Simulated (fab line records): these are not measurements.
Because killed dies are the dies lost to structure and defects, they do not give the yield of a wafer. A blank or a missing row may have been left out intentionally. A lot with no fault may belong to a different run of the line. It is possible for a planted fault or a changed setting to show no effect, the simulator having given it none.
Matching of chambers    flow sky130    4 sister chambers for SKY_VIA4_CMP_21 on cmp-01
The step polishes, stops on SiO2, t overpolish 25 s, target thk 0 nm. 4 wafers are shown with their chamber, then 8 later ones without.

== WAFERS, EACH WITH ITS CHAMBER ==
wafer   chamber  overpolish run s (s)
L168.5  1        24.992
L176.2  2        24.996
L176.4  0        25.008
L182.1  3        24.994

== WAFERS WITHOUT THEIR CHAMBER ==
wafer   overpolish run s (s)
L182.4  24.997
L182.6  25.004
L184.1  24.994
L184.2  24.992
L184.3  24.990
L185.4  25.010
L185.5  25.012
L185.6  24.996

== EACH ONE'S CHAMBER ==
wafer    from the rows above            in truth
L182.4   can't be placed: 2 or 3 or 1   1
L182.6   can't be placed: 0 or 2        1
L184.1   can't be placed: 3 or 1 or 2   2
L184.2   can't be placed: 1 or 3 or 2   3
L184.3   can't be placed: 1 or 3 or 2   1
L185.4   0                              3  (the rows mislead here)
L185.5   0                              0
L185.6   can't be placed: 2 or 3 or 1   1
1 of 8 placed correctly. Not placeable from these rows: 6 (in 5, the candidates include the true chamber). Placed wrongly: 1.
How it was worked out, from the rows above alone: a wafer's distance from a chamber is the root of the sum, over the readings, of the square of ((its reading less the chamber's mean) divided by the reading's scatter). If the next closest chamber is less than 2 further off than the closest, the wafer can't be placed; otherwise it belongs to the closest. A chamber's mean is the mean of its shown wafers. The scatter: with one shown wafer a chamber, the root of the mean of the squares of how far each hidden wafer lies from its nearest shown one.
